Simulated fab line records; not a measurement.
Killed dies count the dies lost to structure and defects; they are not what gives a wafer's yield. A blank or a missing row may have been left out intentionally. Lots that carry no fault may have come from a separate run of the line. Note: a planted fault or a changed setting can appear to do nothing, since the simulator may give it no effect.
What tool caused it? -- flow sky130 -- Sampling: 11 lots, 33 wafers, 5 of 708 route steps

## WHAT EACH GAUGE READ, for each wafer
SKY_SONOS_ONO_THK_MEAS_03.
lot,measured,on,SONOS_ONO_CVD_02_THK (nm)
L910,day 12 10:18,film_metro-03,10.62 10.54 10.56
L911,day 12 16:17,film_metro-04,10.47 10.63 10.62
L916,day 14 06:32,film_metro-04,10.58 10.43 10.45
L917,day 14 17:32,film_metro-04,10.24 10.38 10.40
L919,day 15 16:02,film_metro-03,10.47 10.58 10.71
L920,day 15 21:09,film_metro-02,10.60 10.54 10.58
L921,day 15 21:11,film_metro-03,10.47 10.32 10.58
L924,day 17 02:17,film_metro-02,10.65 10.77 10.69
L929,day 18 10:11,film_metro-04,10.54 10.53 10.61
L928,day 18 21:55,film_metro-04,10.37 10.35 10.40
L931,day 19 09:44,film_metro-04,10.65 10.63 10.57

SKY_POLY_GATE_OVL_MEAS_14.
lot,measured,on,POLY_GATE_OVL (nm)
L910,day 17 06:59,overlay-02,-7 -7 -9
L911,day 17 12:51,overlay-02,2 6 -2
L916,day 19 10:10,overlay-02,-3 -2 -5
L917,day 19 23:55,overlay-01,-3 -3 5
L919,day 20 23:41,overlay-02,9 0 2
L920,day 21 05:42,overlay-02,-4 -6 2
L921,day 21 07:43,overlay-02,-2 7 0
L924,day 22 12:52,overlay-02,-6 -2 3
L929,day 23 22:36,overlay-01,-5 1 -3
L928,day 24 07:01,overlay-01,-7 -6 -1
L931,day 24 20:07,overlay-02,-13 1 1

SKY_POLY_GATE_THK_MEAS_21.
lot,measured,on,POLY_GATE_OXIDATION_THK (nm)
L910,day 17 10:31,film_metro-02,3.88 3.87 3.94
L911,day 17 18:07,film_metro-01,3.91 3.91 3.92
L916,day 19 12:30,film_metro-02,3.98 4.05 4.00
L917,day 20 02:12,film_metro-02,4.01 3.96 3.98
L919,day 21 01:22,film_metro-02,3.99 4.06 3.97
L920,day 21 07:23,film_metro-03,4.90 4.88 4.83
L921,day 21 09:23,film_metro-03,4.76 4.87 4.88
L924,day 22 14:34,film_metro-03,3.97 3.96 4.02
L929,day 24 00:17,film_metro-03,4.04 4.06 4.03
L928,day 24 08:52,film_metro-02,3.99 3.99 4.00
L931,day 24 22:22,film_metro-02,3.90 3.87 3.90

## WHICH TOOL RAN EACH LOT (tool, then ch and the chambers of the sampled wafers, then the start)
lot,SKY_GATE_OXIDE_STRIP_13,SKY_POLY_GATE_OXIDATION_20
L910,"plasma_asher-03 ch 0,1, day 14 18:17","furnace-01 ch 0, day 17 09:16"
L911,"plasma_asher-04 ch 0,1, day 14 23:46","furnace-01 ch 0, day 17 16:51"
L916,"plasma_asher-01 ch 0,1, day 16 17:17","furnace-02 ch 0, day 19 11:14"
L917,"plasma_asher-04 ch 0,1, day 17 04:44","furnace-01 ch 0, day 20 00:56"
L919,"plasma_asher-04 ch 0,1, day 18 04:12","furnace-02 ch 0, day 21 00:06"
L920,"plasma_asher-04 ch 0,1, day 18 09:27","furnace-02 ch 0, day 21 06:07"
L921,"plasma_asher-04 ch 0,1, day 18 12:16","furnace-02 ch 0, day 21 08:08"
L924,"plasma_asher-01 ch 0,1, day 19 18:31","furnace-01 ch 0, day 22 13:19"
L929,"plasma_asher-04 ch 0,1, day 21 03:56","furnace-01 ch 0, day 23 23:02"
L928,"plasma_asher-01 ch 0,1, day 21 14:07","furnace-01 ch 0, day 24 07:37"
L931,"plasma_asher-01 ch 0,1, day 22 01:55","furnace-01 ch 0, day 24 21:06"
- SKY_GATE_OXIDE_STRIP_13: strips in O2/N2.
- SKY_POLY_GATE_OXIDATION_20: stabilise 600 s, purge 300 s, target thk 4 nm.

## WHAT THE TOOLS THEMSELVES READ (means of the sampled wafers that have a number; where no wafer has one, the mark that the record gives instead)
SKY_GATE_OXIDE_STRIP_13.
lot,tool,drypump_motor_current_A (A),oes_product_au (a.u.),strip_time_to_endpoint_s (s)
L910,plasma_asher-03,6.2,0.712,14.19
L911,plasma_asher-04,5.5,0.714,14.25
L916,plasma_asher-01,5.6,0.720,14.19
L917,plasma_asher-04,5.3,0.711,14.26
L919,plasma_asher-04,5.3,0.717,14.18
L920,plasma_asher-04,5.3,0.718,14.18
L921,plasma_asher-04,5.3,0.716,14.20
L924,plasma_asher-01,5.6,0.716,14.19
L929,plasma_asher-04,5.6,0.715,14.20
L928,plasma_asher-01,6.0,0.711,14.17
L931,plasma_asher-01,5.6,0.714,14.17

SKY_POLY_GATE_OXIDATION_20.
lot,tool,spike_tc_bottom_C (C),spike_tc_centre_C (C),spike_tc_lower_C (C),spike_tc_top_C (C),spike_tc_upper_C (C),tube_center_temp_C (C),tube_center_temp_C_max,zone_power_centre_pct (%),zone_power_top_pct (%)
L910,furnace-01,867.9,850.7,848.3,865,849.4,850,852.0,16.95,29.3
L911,furnace-01,867.8,851.1,848.5,866,849.8,850,852.0,16.89,29.7
L916,furnace-02,869.0,849.4,848.5,856,852.1,850,852.4,16.85,29.4
L917,furnace-01,868.1,850.7,849.7,866,850.0,850,852.5,17.03,29.4
L919,furnace-02,869.9,849.7,850.2,856,851.5,850,852.5,17.01,29.3
L920,furnace-02,885.1,865.1,864.4,872,866.5,865,867.9,17.42,30.7
L921,furnace-02,884.4,864.7,864.4,870,867.3,865,867.5,17.47,30.3
L924,furnace-01,867.8,851.9,848.7,865,850.5,850,851.9,16.81,29.6
L929,furnace-01,868.3,852.8,849.2,865,850.2,850,851.9,17.06,29.4
L928,furnace-01,868.2,851.3,849.2,865,849.7,850,852.0,16.90,29.4
L931,furnace-01,868.2,850.8,849.5,865,850.2,850,852.1,16.97,29.4

## THE ANSWER, worked out from the rows above alone
Rule: usual is defined by the lots themselves. The widest of any qualifying gaps counts: lots, ordered by their means at a reading, are off when they make up no more than a third of the lots, leave a main group of 4 or more, and stand apart from it by 3 or more times the standard deviation of that group's means. The tables above print the reading to a certain number of digits; a main group whose means all agree to those digits is not used. A lot without any number at a reading at which 4 lots or more have one is off too. The other lots that the step has rows for count as sound. Order of review: gauges by route order, followed by the tools' own readings, for which a lot's mean as printed above is used. At the first step where some lot is off, the reading lying furthest off is the one used; lots without a number count as furthest.
Off: L920, L921, at SKY_POLY_GATE_THK_MEAS_21 (POLY_GATE_OXIDATION_THK). The main group: mean 3.97 nm, standard deviation 0.052.
A tool fits if, at a process step before that reading, it ran every lot that is off, and no sound lot after the first of them. The gauges at SKY_POLY_GATE_THK_MEAS_21 aren't tried: what is off there is off at SKY_POLY_GATE_OXIDATION_20 too, on other tools, and a gauge's error can't cause that. One fits: SKY_POLY_GATE_OXIDATION_20 on furnace-02. A fault onset in the window from L919 (day 21 00:06, its last sound lot) to L920 (day 21 06:07, its first lot off) fits.
The tool's own readings at SKY_POLY_GATE_OXIDATION_20 bear it out: on the lots that are off they differ by more than 5 times the standard deviation of the sound lots' means. spike_tc_bottom_C reads 884.8 C there against 868.4 C on the sound lots; spike_tc_centre_C reads 864.9 C there against 850.9 C on the sound lots; spike_tc_lower_C reads 864.4 C there against 849.1 C on the sound lots; spike_tc_upper_C reads 866.9 C there against 850.4 C on the sound lots; tube_center_temp_C reads 865 C there against 850 C on the sound lots; tube_center_temp_C_max reads 867.7 there against 852.1 on the sound lots; zone_power_centre_pct reads 17.45 % there against 16.94 % on the sound lots; zone_power_top_pct reads 30.5 % there against 29.4 % on the sound lots.

## WHAT THE SIMULATOR HAD PUT IN
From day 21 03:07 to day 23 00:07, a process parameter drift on furnace-02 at SKY_POLY_GATE_OXIDATION_20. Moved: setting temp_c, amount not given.
Shown lots that were struck: L920, L921. The same result came from the rule above.
